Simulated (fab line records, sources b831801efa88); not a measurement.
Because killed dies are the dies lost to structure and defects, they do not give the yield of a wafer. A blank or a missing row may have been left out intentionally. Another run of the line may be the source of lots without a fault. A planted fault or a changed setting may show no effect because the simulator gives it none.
Split-lot trial ; flow sfq_line ; 5 lots, 23 wafers read, on a route of 325 steps

## ON THE SPLIT
At SFQ_TRILAYER_I5_LITHO_COAT_144 (resist thk 650 nm), the setting spin_rpm was moved away from the recipe's 3000 rpm on 7 of the 23 wafers read, by -4.3% to +3.9%. For the rest of the wafers, this setting stayed at what the recipe calls for.

## FROM THE SPLIT TO THE READING: what the file shows between them, 3 steps
- SFQ_TRILAYER_I5_LITHO_SOFTBAKE_148
- SFQ_TRILAYER_I5_LITHO_EXPOSE_145: exposes mask I5, target cd 700 nm
- SFQ_TRILAYER_I5_LITHO_DEVELOP_146: time 60 s

## THE READING
KrF_of_TRILAYER_I5_LITHO_COAT_144.thk_nm (the simulator's own value, which no gauge read), in nm, at SFQ_TRILAYER_I5_BARC_OPEN_VIA_ETCH_200 (etches BARC in O2, target depth 125 nm, time 41.7 s). The file gives no usual value for it. Average 573.2 nm, standard deviation 1.2 nm, over the 16 wafers here run with the recipe.

wafer;tool, chamber at the split;spin_rpm as run, rpm;against the recipe;KrF_of_TRILAYER_I5_LITHO_COAT_144.thk_nm, nm;against lot-mates on the recipe
L074.1;litho_track-02, 0;3000;recipe;573.3;-
L074.2;litho_track-02, 0;3118;+3.9%;559.3;-14.7
L074.3;litho_track-02, 0;3000;recipe;575.5;-
L074.5;litho_track-02, 0;3000;recipe;573.1;-
L074.6;litho_track-02, 0;3118;+3.9%;558.6;-15.4
L078.1;litho_track-01, 0;3000;recipe;573;-
L078.3;litho_track-01, 0;3000;recipe;574.2;-
L078.4;litho_track-01, 0;3000;recipe;572.7;-
L078.5;litho_track-01, 0;3000;recipe;572.5;-
L078.6;litho_track-01, 0;3000;recipe;572;-
L079.1;litho_track-04, 0;3000;recipe;572.1;-
L079.2;litho_track-04, 0;3000;recipe;573.6;-
L079.4;litho_track-04, 0;3000;recipe;570.3;-
L082.1;litho_track-02, 0;2888;-3.7%;586.5;+13.3
L082.2;litho_track-02, 0;3000;recipe;573.2;-
L082.3;litho_track-02, 0;3000;recipe;572.8;-
L082.5;litho_track-02, 0;2888;-3.7%;586.1;+12.9
L082.6;litho_track-02, 0;3000;recipe;573.6;-
L083.1;litho_track-02, 0;2870;-4.3%;589.9;+15.6
L083.2;litho_track-02, 0;3000;recipe;573.9;-
L083.4;litho_track-02, 0;2870;-4.3%;589;+14.7
L083.5;litho_track-02, 0;2870;-4.3%;588.4;+14.1
L083.6;litho_track-02, 0;3000;recipe;574.7;-

THE FIT
A straight line over all 23 wafers: KrF_of_TRILAYER_I5_LITHO_COAT_144.thk_nm changes by -3.62 nm for each +1% of spin_rpm; r = -0.99; the points scatter about the line by 1.1 nm.
The same after taking each lot's own level away (the mean of its wafers on the recipe; 23 wafers): -3.57 nm for each +1%; r = -0.99; scatter 0.88 nm.
That fit puts the effect of the largest move of spin_rpm on the reading at 15 nm.
From 572.00 to 574.30 nm: that is the span of the lots' own levels, equal to 2.0 times the standard deviation above.
Consequently the slope shifts little with the lot-to-lot level, the two slopes agreeing.
Check: with one of the wafers moved furthest among these (-4.3%) left out of the fit, the line predicts +15.2 nm for it against its lot-mates. Against them it came out at +15.6 nm.

## THE WHOLE CHAIN: every reading that the file lists as answering this split, in the file's order
step;what it does;reading;change (the file's fit);r (the file's)
SFQ_TRILAYER_I5_LITHO_COAT_144;resist thk 650 nm;KrF_of_TRILAYER_I5_LITHO_COAT_144.thk_nm (the simulator's own value, which no gauge read);-3.45 nm for each +1% of the setting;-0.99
SFQ_TRILAYER_I5_BARC_OPEN_VIA_ETCH_200;etches BARC in O2, target depth 125 nm, time 41.7 s;KrF_of_TRILAYER_I5_LITHO_COAT_144.thk_nm (the simulator's own value, which no gauge read);-3.57 nm for each +1% of the setting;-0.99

## FILE'S OWN FIT
KrF_of_TRILAYER_I5_LITHO_COAT_144.thk_nm changes by -3.57 nm for each +1% of spin_rpm, r = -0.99.
